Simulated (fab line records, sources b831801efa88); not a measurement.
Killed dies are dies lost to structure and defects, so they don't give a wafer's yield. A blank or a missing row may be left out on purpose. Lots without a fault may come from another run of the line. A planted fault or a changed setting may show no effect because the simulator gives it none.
Problem report in the 8D (eight disciplines) form, filled by code | flow gf180mcu | the parts of the form that need people (team, actions taken, sign-off) are left out

1. THE PROBLEM
cd_nm at GF_M4_CD_MEAS_14 reads a mean of 287.2 nm on 1 wafer of 1 lot; wafers without a fault read 280.3 nm with a standard deviation of 1.1. That is +6.3 standard deviations from the usual mean.
The step: target cd 280 nm.
First seen on wafer L802.5, day 28 14:35, on cd_sem-02. The record holds 36 wafers of 12 lots with a number at this step. Rule for "out", or "out of limits": more than 4 standard deviations from the usual mean. The other wafers with a number count as sound.

2. WHAT IT IS AND WHAT IT IS NOT
question                    | is                | is not
which readings at this step | cd_nm             | -
which lots                  | L802              | L786, L789, L792, L793, L794, L795, L796, L797, L805, L807, L808
which wafers of those lots  | L802.5            | L802.2, L802.4
read on which gauges        | cd_sem-02         | cd_sem-01
when                        | from day 28 14:35 | up to then (26 sound wafers); but 9 sound wafers of L805, L807, L808 came after

3. SUSPECTS, AND WHAT RULES EACH OUT
Counting: a tool at a process step up to the reading stays a suspect if it ran every lot that is out. Sound lots after the first of them don't rule it out here, since some wafers of a struck lot are sound.
- the gauge at GF_M4_CD_MEAS_14: ruled out. All the wafers that are out were read on cd_sem-02, but those of them that GF_M4_PEB_12 has rows for are out there too, on other tools.
- rie_diel-04 at GF_V3_ETCH_16 (etches BARC in N2/H2): kept. It ran the lot that is out, L802 (day 27 17:03); its last sound lot up to then is L794 (day 25 09:52).
- rie_diel-04 at GF_V3_ETCH_17 (etches SiO2 in C4F8/O2/Ar, stops on TiN, target depth 635 nm): kept. It ran the lot that is out, L802 (day 28 14:13); its last sound lot up to then is L794 (day 26 07:55). GF_V3_ETCH_17 gives no start for some lots, so the hours and the order of its lots are those of GF_M4_PEB_12.
- litho_track-04 at GF_M4_PEB_12 (peb time 90 s): kept. It ran the lot that is out, L802 (day 28 14:13); its last sound lot up to then is L795 (day 26 14:50). Its own readings are out on those wafers: heater_power_total_W.
Left after counting: rie_diel-04 at GF_V3_ETCH_16, rie_diel-04 at GF_V3_ETCH_17, litho_track-04 at GF_M4_PEB_12.

4. THE CAUSE (what the simulator had put in)
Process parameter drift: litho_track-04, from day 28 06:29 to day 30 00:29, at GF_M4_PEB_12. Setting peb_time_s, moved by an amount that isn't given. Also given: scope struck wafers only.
Counting left 3 suspects, and this tool is among them.

5. THE CHAIN OF EFFECTS, in route order
Each row: a reading whose mean over the struck wafers that have a number lies more than 3 standard deviations from the usual. Only readings for which the record gives a usual standard deviation are gone through. hours: the time from each lot's start at the first step in this table that gives one to its start at this step, as a median over the lots. sigmas: the change in usual standard deviations.
hours | step             | reading              | usual    | on struck wafers | change | sigmas
0     | GF_M4_PEB_12     | heater_power_total_W | 85.70 W  | 92.82            | +7.12  | +84
0     | GF_M4_CD_MEAS_14 | cd_nm                | 280.3 nm | 287.2            | +6.9   | +6.3
The process steps in it:
- GF_M4_PEB_12: peb time 90 s.

6. WHAT WOULD HAVE CAUGHT IT SOONER
In this record the first reading out of limits at a measuring or inspecting step was taken at day 28 14:35, 8 hours after the fault began at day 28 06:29.
The tool's own readings at GF_M4_PEB_12 were out on every struck wafer that the step has a row for (heater_power_total_W): an alarm limit on them would have fired on the first of those.
All the lots that are out (1) had begun GF_M4_PEB_12 on litho_track-04 by day 28 14:35. A hold on the tool at that time would have spared none of them.
